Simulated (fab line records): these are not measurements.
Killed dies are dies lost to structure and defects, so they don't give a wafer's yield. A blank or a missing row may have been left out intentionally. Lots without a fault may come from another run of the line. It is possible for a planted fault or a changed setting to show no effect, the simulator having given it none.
Which tool is to blame? | flow gf180mcu | 13 lots, 39 wafers sampled, at 5 steps of a route of 602

## WHAT THE GAUGES SHOWED, per wafer
GF_VT_IMPLANT_RS_MEAS_49: measurement is done with a four-point probe.
lot  | measured     | on            | MVPSD_RS (ohm/sq)
L541 | day 7 14:59  | film_metro-02 | 1171.4 1171.9 1172.4
L543 | day 8 06:29  | film_metro-01 | 1166.3 1164.8 1161.0
L544 | day 8 11:14  | film_metro-02 | 1166.3 1168.0 1167.4
L545 | day 8 15:47  | film_metro-02 | 1167.5 1168.4 1166.2
L546 | day 9 00:52  | film_metro-02 | 1164.8 1167.2 1165.9
L548 | day 9 10:23  | film_metro-02 | 1166.5 1163.6 1162.1
L553 | day 11 05:03 | film_metro-02 | 1167.5 1164.5 1165.6
L554 | day 11 07:28 | film_metro-02 | 1164.0 1165.5 1164.2
L556 | day 11 18:19 | film_metro-02 | 1166.8 1168.0 1165.2
L559 | day 12 13:16 | film_metro-01 | 1166.9 1164.0 1165.4
L561 | day 13 11:52 | film_metro-02 | 1169.0 1168.2 1165.9
L562 | day 13 13:54 | film_metro-04 | 1164.3 1161.7 1162.0
L564 | day 14 08:25 | film_metro-02 | 1163.1 1162.1 1163.0

GF_HV_LDD_OVL_MEAS_08.
lot  | measured     | on         | HV_LDD_OVL (nm)
L541 | day 10 02:47 | overlay-02 | -3.7 -3.1 -3.9
L543 | day 10 16:20 | overlay-01 | 0.4 0.5 -0.6
L544 | day 10 23:26 | overlay-02 | 58.7 58.0 59.8
L545 | day 11 05:36 | overlay-01 | 1.8 0.7 0.2
L546 | day 11 13:26 | overlay-01 | -1.9 -1.2 -1.3
L548 | day 12 01:24 | overlay-02 | 61.8 61.6 60.2
L553 | day 13 21:02 | overlay-02 | -1.9 -1.4 -1.7
L554 | day 14 13:43 | overlay-02 | -1.6 0.0 0.9
L556 | day 14 18:10 | overlay-02 | 0.2 0.5 0.0
L559 | day 15 14:49 | overlay-01 | -1.7 -1.0 0.6
L561 | day 16 10:47 | overlay-01 | -0.9 -1.3 -0.8
L562 | day 16 13:15 | overlay-01 | -0.2 0.6 -0.7
L564 | day 17 09:55 | overlay-02 | -1.5 0.2 -0.5

## EACH LOT AND THE TOOL THAT RAN IT (in order: tool; ch and the chambers of the sampled wafers; start)
lot  | GF_VT_IMPLANT_STRIP_31               | GF_DUAL_GATE_STRIP_13                | GF_HV_LDD_EXPOSE_04
L541 | plasma_asher-03 ch 0,1, day 6 22:53  | plasma_asher-02 ch 0,1, day 8 09:10  | iline_stepper-01 ch 0, day 9 17:57
L543 | plasma_asher-03 ch 0,1, day 7 13:05  | plasma_asher-01 ch 0,1, day 9 00:46  | iline_stepper-02 ch 0, day 10 07:38
L544 | plasma_asher-03 ch 0,1, day 7 17:50  | plasma_asher-04 ch 0,1, day 9 05:50  | iline_stepper-01 ch 0, day 10 13:50
L545 | plasma_asher-02 ch 0, day 7 21:38    | plasma_asher-04 ch 0, day 9 10:17    | iline_stepper-02 ch 0, day 10 20:13
L546 | plasma_asher-02 ch 0,1, day 8 07:23  | plasma_asher-01 ch 0,1, day 9 20:13  | iline_stepper-02 ch 0, day 11 04:22
L548 | plasma_asher-03 ch 0,1, day 8 17:32  | plasma_asher-02 ch 0,1, day 10 06:41 | iline_stepper-01 ch 0, day 11 16:21
L553 | plasma_asher-03 ch 0,1, day 10 10:02 | plasma_asher-01 ch 0,1, day 12 02:28 | iline_stepper-02 ch 0, day 13 11:35
L554 | plasma_asher-04 ch 0,1, day 10 12:11 | plasma_asher-04 ch 0,1, day 12 13:32 | iline_stepper-02 ch 0, day 14 03:54
L556 | plasma_asher-04 ch 0, day 10 22:53   | plasma_asher-01 ch 0,1, day 12 16:50 | iline_stepper-02 ch 0, day 14 08:47
L559 | plasma_asher-04 ch 0,1, day 11 17:56 | plasma_asher-04 ch 0,1, day 13 14:04 | iline_stepper-02 ch 0, day 15 04:05
L561 | plasma_asher-04 ch 0, day 12 14:59   | plasma_asher-02 ch 0,1, day 14 10:08 | iline_stepper-02 ch 0, day 15 23:53
L562 | plasma_asher-02 ch 0,1, day 12 17:01 | plasma_asher-01 ch 0,1, day 14 12:13 | iline_stepper-02 ch 0, day 16 02:37
L564 | plasma_asher-03 ch 0, day 13 11:47   | plasma_asher-02 ch 0,1, day 15 07:56 | iline_stepper-02 ch 0, day 16 21:35
- GF_VT_IMPLANT_STRIP_31: strips in O2/N2.
- GF_DUAL_GATE_STRIP_13: strips in O2/N2.
- GF_HV_LDD_EXPOSE_04: exposes mask Nplus LV AREA, target cd 400 nm.

## AS READ BY THE TOOLS THEMSELVES (means over the sampled wafers that have a number; for cases with no such wafer, the mark the record gives instead)
GF_VT_IMPLANT_STRIP_31.
lot  | tool            | drypump_motor_current_A (A) | heater_power_w (W) | oes_product_au (a.u.) | strip_time_to_endpoint_s (s)
L541 | plasma_asher-03 | 5.7                         | 316                | 0.717                 | 12.58
L543 | plasma_asher-03 | 5.4                         | 348                | 0.719                 | 12.65
L544 | plasma_asher-03 | 5.7                         | 313                | 0.715                 | 12.60
L545 | plasma_asher-02 | 5.0                         | 302                | 0.714                 | 12.67
L546 | plasma_asher-02 | 5.5                         | 322                | 0.716                 | 12.69
L548 | plasma_asher-03 | 5.7                         | 316                | 0.719                 | 12.61
L553 | plasma_asher-03 | 5.4                         | 342                | 0.716                 | 12.60
L554 | plasma_asher-04 | 6.3                         | 336                | 0.716                 | 12.68
L556 | plasma_asher-04 | 6.2                         | 323                | 0.715                 | 12.69
L559 | plasma_asher-04 | 6.3                         | 335                | 0.718                 | 12.62
L561 | plasma_asher-04 | 6.2                         | 319                | 0.720                 | 12.57
L562 | plasma_asher-02 | 5.5                         | 314                | 0.717                 | 12.64
L564 | plasma_asher-03 | 6.0                         | 289                | 0.717                 | 12.63

GF_DUAL_GATE_STRIP_13.
lot  | tool            | drypump_motor_current_A (A) | heater_power_w (W) | oes_product_au (a.u.) | strip_time_to_endpoint_s (s)
L541 | plasma_asher-02 | 5.5                         | 320                | 0.717                 | 12.68
L543 | plasma_asher-01 | 6.1                         | 350                | 0.718                 | 12.64
L544 | plasma_asher-04 | 6.3                         | 337                | 0.717                 | 12.63
L545 | plasma_asher-04 | 6.2                         | 318                | 0.712                 | 12.65
L546 | plasma_asher-01 | 6.0                         | 314                | 0.715                 | 12.60
L548 | plasma_asher-02 | 5.5                         | 311                | 0.718                 | 12.62
L553 | plasma_asher-01 | 6.0                         | 312                | 0.714                 | 12.61
L554 | plasma_asher-04 | 6.5                         | 351                | 0.720                 | 12.63
L556 | plasma_asher-01 | 6.1                         | 355                | 0.715                 | 12.72
L559 | plasma_asher-04 | 6.5                         | 352                | 0.716                 | 12.68
L561 | plasma_asher-02 | 5.5                         | 320                | 0.718                 | 12.61
L562 | plasma_asher-01 | 6.1                         | 346                | 0.717                 | 12.60
L564 | plasma_asher-02 | 5.3                         | 311                | 0.714                 | 12.67

## THE ANSWER, worked out from the rows above alone
Rule: the lots themselves supply what counts as usual. Put in order of their means at a reading, lots are off if they are a third of the lots or fewer, leave a main group of 4 or more, and stand apart from it by a gap of 3 or more times the standard deviation of the main group's means; of several such gaps the widest counts. The tables above print the reading to a certain number of digits; a main group whose means all agree to those digits is not used. A lot without any number at a reading at which 4 lots or more have one is off too. The other lots that the step has rows for count as sound. The gauges are gone through in route order, then the tools' own readings, and for those a lot's mean is taken as printed above. The first step at which some lot is off is used, and at that step the reading that is off furthest; a lot without a number counts as furthest.
Off: L544, L548, seen at GF_HV_LDD_OVL_MEAS_08 (HV_LDD_OVL). The main group: mean -0.7 nm, standard deviation 1.1.
A tool fits if, at a process step before that reading, it ran every lot that is off, and no sound lot after the first of them. The gauges at GF_HV_LDD_OVL_MEAS_08 are tried like those tools. One candidate fits, namely iline_stepper-01 at GF_HV_LDD_EXPOSE_04. Its last sound lot is L541 (day 9 17:57), its first lot that is off L544 (day 10 13:50): a fault that began between those two fits.

## WHAT THE SIMULATOR HAD INSERTED
Scanner matching overlay: iline_stepper-01, from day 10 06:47 on, at GF_HV_LDD_EXPOSE_04. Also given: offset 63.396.
Struck lots among those shown: L544, L548. The rule given above showed the same thing.
